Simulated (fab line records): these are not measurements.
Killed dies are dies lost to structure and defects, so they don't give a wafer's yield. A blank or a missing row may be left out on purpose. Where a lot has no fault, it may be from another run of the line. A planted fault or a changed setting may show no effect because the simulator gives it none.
The tool behind it: which one? + flow gf180mcu + Sampling: 15 lots, 45 wafers, 4 of 602 route steps

== WHAT THE GAUGES SHOWED, per wafer ==
GF_MVSD_TW_MEAS_11.
| lot  | measured     | on            | MVSD_TW        |
|------|--------------|---------------|----------------|
| L525 | day 4 14:20  | film metro-02 | 1566 1563 1559 |
| L526 | day 4 18:50  | film metro-02 | 1573 1575 1571 |
| L527 | day 5 02:02  | film metro-03 | 1562 1556 1556 |
| L529 | day 5 14:17  | film metro-03 | 1552 1560 1560 |
| L530 | day 5 18:11  | film metro-02 | 1572 1565 1563 |
| L532 | day 6 06:19  | film metro-02 | 1566 1565 1566 |
| L535 | day 6 22:14  | film metro-02 | 1563 1560 1566 |
| L536 | day 7 08:29  | film metro-04 | 1596 1594 1591 |
| L537 | day 7 11:39  | film metro-02 | 1583 1578 1576 |
| L538 | day 7 18:02  | film metro-03 | 1555 1555 1554 |
| L539 | day 8 03:42  | film metro-03 | 1549 1552 1555 |
| L542 | day 8 15:35  | film metro-03 | 1550 1555 1552 |
| L546 | day 9 15:53  | film metro-04 | 1593 1588 1595 |
| L547 | day 9 21:32  | film metro-04 | 1593 1599 1591 |
| L548 | day 10 03:41 | film metro-02 | 1564 1573 1564 |

GF_VT_IMPLANT_OVL_MEAS_07.
| lot  | measured     | on         | VT_IMPLANT_OVL (nm) |
|------|--------------|------------|---------------------|
| L525 | day 5 20:39  | overlay-01 | 2.1 -0.1 3.2        |
| L526 | day 6 00:45  | overlay-02 | -1.7 -1.3 -3.3      |
| L527 | day 6 08:38  | overlay-02 | -0.3 -1.7 -1.5      |
| L529 | day 6 21:54  | overlay-02 | -0.3 -1.4 0.1       |
| L530 | day 7 02:29  | overlay-02 | 0.8 -1.9 -0.6       |
| L532 | day 7 14:58  | overlay-01 | 0.9 1.6 2.5         |
| L535 | day 8 07:07  | overlay-01 | -1.2 -3.4 -0.6      |
| L536 | day 8 18:32  | overlay-02 | 1.4 1.3 0.7         |
| L537 | day 8 21:58  | overlay-01 | 0.9 2.1 2.0         |
| L538 | day 9 05:04  | overlay-01 | -0.8 0.1 -1.5       |
| L539 | day 9 13:58  | overlay-01 | -0.8 0.3 0.1        |
| L542 | day 10 03:58 | overlay-01 | 2.8 2.9 2.7         |
| L546 | day 11 05:18 | overlay-02 | 0.8 -2.3 -0.9       |
| L547 | day 11 11:08 | overlay-01 | 0.3 -0.6 0.4        |
| L548 | day 11 17:40 | overlay-02 | -1.9 -0.1 -2.4      |

GF_VT_IMPLANT_TW_MEAS_32.
| lot  | measured     | on            | VT_IMPLANT_3_TW   |
|------|--------------|---------------|-------------------|
| L525 | day 7 05:08  | film metro-01 | 265.1 264.0 265.8 |
| L526 | day 7 10:02  | film metro-01 | 263.6 264.4 265.4 |
| L527 | day 7 17:19  | film metro-02 | 267.4 267.3 266.6 |
| L529 | day 8 07:03  | film metro-01 | 267.1 267.4 267.8 |
| L530 | day 8 12:08  | film metro-02 | 268.3 267.1 268.4 |
| L532 | day 9 01:19  | film metro-01 | 263.3 267.1 267.3 |
| L535 | day 9 18:37  | film metro-03 | 266.0 265.8 266.3 |
| L536 | day 10 06:56 | film metro-01 | 266.3 267.4 265.9 |
| L537 | day 10 10:49 | film metro-01 | 265.8 266.1 267.5 |
| L538 | day 10 17:29 | film metro-02 | 268.9 267.4 267.7 |
| L539 | day 11 03:08 | film metro-02 | 267.6 268.9 267.3 |
| L542 | day 11 19:28 | film metro-01 | 263.3 263.9 263.6 |
| L546 | day 12 20:53 | film metro-03 | 267.1 266.2 266.0 |
| L547 | day 13 04:33 | film metro-01 | 266.1 266.8 266.7 |
| L548 | day 13 10:11 | film metro-01 | 265.8 264.9 265.4 |

== TOOL THAT RAN EACH LOT (tool first, then ch and the chambers of the sampled wafers, then the start) ==
| lot  | GF_VT_IMPLANT_DEVELOP_17          |
|------|-----------------------------------|
| L525 | litho track-04 ch 0, day 6 12:08  |
| L526 | litho track-02 ch 0, day 6 17:03  |
| L527 | litho track-03 ch 0, day 7 00:07  |
| L529 | litho track-02 ch 0, day 7 14:09  |
| L530 | litho track-04 ch 0, day 7 19:05  |
| L532 | litho track-02 ch 0, day 8 07:17  |
| L535 | litho track-04 ch 0, day 9 00:22  |
| L536 | litho track-02 ch 0, day 9 12:06  |
| L537 | litho track-03, day 9 15:40       |
| L538 | litho track-03, day 9 22:28       |
| L539 | litho track-03, day 10 07:59      |
| L542 | litho track-02 ch 0, day 10 23:03 |
| L546 | litho track-04 ch 0, day 12 01:17 |
| L547 | litho track-03 ch 0, day 12 07:19 |
| L548 | litho track-03 ch 0, day 12 13:25 |
- GF_VT_IMPLANT_DEVELOP_17: develop time 60 s.

== AS READ BY THE TOOLS THEMSELVES (means over the sampled wafers that have a number; for cases with no such wafer, the mark the record gives instead) ==
GF_VT_IMPLANT_DEVELOP_17.
| lot  | tool           | chill plate temp C (C) |
|------|----------------|------------------------|
| L525 | litho track-04 | 22.99                  |
| L526 | litho track-02 | 23.04                  |
| L527 | litho track-03 | 22.99                  |
| L529 | litho track-02 | 22.90                  |
| L530 | litho track-04 | 23.30                  |
| L532 | litho track-02 | 22.93                  |
| L535 | litho track-04 | 23.12                  |
| L536 | litho track-02 | 22.95                  |
| L537 | litho track-03 | -                      |
| L538 | litho track-03 | -                      |
| L539 | litho track-03 | -                      |
| L542 | litho track-02 | 23.11                  |
| L546 | litho track-04 | 22.99                  |
| L547 | litho track-03 | 22.94                  |
| L548 | litho track-03 | 23.02                  |

== THE ANSWER, worked out from the rows above alone ==
Rule: the lots themselves supply what counts as usual. The widest of any qualifying gaps counts: lots, ordered by their means at a reading, are off when they make up no more than a third of the lots, leave a main group of 4 or more, and stand apart from it by 3 or more times the standard deviation of that group's means. Not used: any main group whose means are identical at the precision the tables above print for the reading. Also off: a lot with no number at a reading for which 4 or more lots have one. Any other lot the step has rows for is counted as sound. Order of review: gauges by route order, followed by the tools' own readings, for which a lot's mean as printed above is used. The first step at which some lot is off is used, and at that step the reading that is off furthest; a lot without a number counts as furthest.
Off at GF_VT_IMPLANT_DEVELOP_17 (chill plate temp C): L537, L538, L539. Without a number there: L537, L538, L539. Main group: mean 23.02 C, sd 0.11.
If a tool, at that step or one of the process steps before it, ran each lot that is off and ran no sound lot following the first of them, it fits. None of those tried fits.

== WHAT THE SIMULATOR PUT IN ==
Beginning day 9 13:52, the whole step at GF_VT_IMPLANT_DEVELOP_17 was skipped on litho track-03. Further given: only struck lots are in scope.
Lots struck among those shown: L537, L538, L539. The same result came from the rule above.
